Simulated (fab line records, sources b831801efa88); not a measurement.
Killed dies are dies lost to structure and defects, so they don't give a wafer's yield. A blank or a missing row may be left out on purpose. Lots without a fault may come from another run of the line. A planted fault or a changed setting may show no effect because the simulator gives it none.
One fault seen from 2 desks | flow sky130 | each desk has only its own numbers; what lay behind them comes last

THE TOOL OWNER'S DESK: rie_diel-03
The tool's own readings at SKY_FIELD_ISO_ETCH_14 (etches BARC in N2/H2, stops on SiO2, time 45.9 s, target depth 60 nm): means of the sampled wafers that have a number, for each lot that ran on this tool. A lot is out of limits, marked OUT, if its mean lies more than 4 standard deviations from the usual mean; the brackets give that distance.
Columns: A = drypump_motor_current_A at SKY_FIELD_ISO_ETCH_14, usual 5.8 A; B = n2_flow_sccm at SKY_FIELD_ISO_ETCH_14, usual 100.00 sccm; C = oes_product_au at SKY_FIELD_ISO_ETCH_14, usual 0.855 a.u.; D = rf_fwd_power_W at SKY_FIELD_ISO_ETCH_14, usual 494.9 W; E = throttle_valve_pct at SKY_FIELD_ISO_ETCH_14, usual 13.225 %
lot  | first seen here | A   | B      | C     | D               | E
L570 | day 2 15:14     | 6.0 | 100.01 | 0.851 | 495.0           | 13.214
L577 | day 4 03:42     | 6.0 | 99.94  | 0.862 | 493.5           | 13.225
L583 | day 5 12:04     | 6.0 | 100.04 | 0.854 | 469.3 (-12) OUT | 13.228
L584 | day 5 15:33     | 6.0 | 100.10 | 0.859 | 467.1 (-13) OUT | 13.228
This desk's finding: out of limits on L583, L584; first on L583, day 5 12:04 (rf_fwd_power_W at SKY_FIELD_ISO_ETCH_14). In limits: L570, L577.

THE METROLOGY DESK
What the gauges read, lot by lot, whatever tool the lot ran on: means of the sampled wafers that have a number. A lot is out of limits, marked OUT, if its mean lies more than 4 standard deviations from the usual mean; the brackets give that distance.
Columns: A = FIELD_ISO_OXIDATION_00_THK at SKY_FIELD_ISO_THK_MEAS_02, usual 12.2 nm; B = FIELD_ISO_CVD_03_THK at SKY_FIELD_ISO_THK_MEAS_04, usual 163.7 nm; C = cd_nm at SKY_FIELD_ISO_CD_MEAS_13, usual 149.6 nm
lot  | first seen here | A    | B     | C
L570 | day 1 22:13     | 12.4 | 162.3 | 151.8
L575 | day 2 23:12     | 11.8 | 163.6 | 147.8
L577 | day 3 09:37     | 12.7 | 163.0 | 150.5
L583 | day 4 14:41     | 12.1 | 161.9 | 147.5
L584 | day 4 19:38     | 12.3 | 163.7 | 151.8
L591 | day 6 06:38     | 12.4 | 163.6 | 149.7
This desk's finding: nothing out of limits on any of the 6 lots.

PUT TOGETHER
The tool owner's desk could have raised an alarm at day 5 12:04, on L583, L584.
The metrology desk saw nothing out of limits.
The metrology desk has L583, L584 on record, within its limits.
Of the lots named, all ran SKY_FIELD_ISO_ETCH_14 on rie_diel-03.

WHAT THE SIMULATOR HAD PUT IN
Process parameter drift: rie_diel-03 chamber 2, from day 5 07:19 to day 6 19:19, at SKY_FIELD_ISO_ETCH_14. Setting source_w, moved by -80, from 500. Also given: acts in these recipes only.
Lots struck among those shown: L583, L584.
Hours from the fault's start to each desk's first reading out of limits: the tool owner's desk, 5.
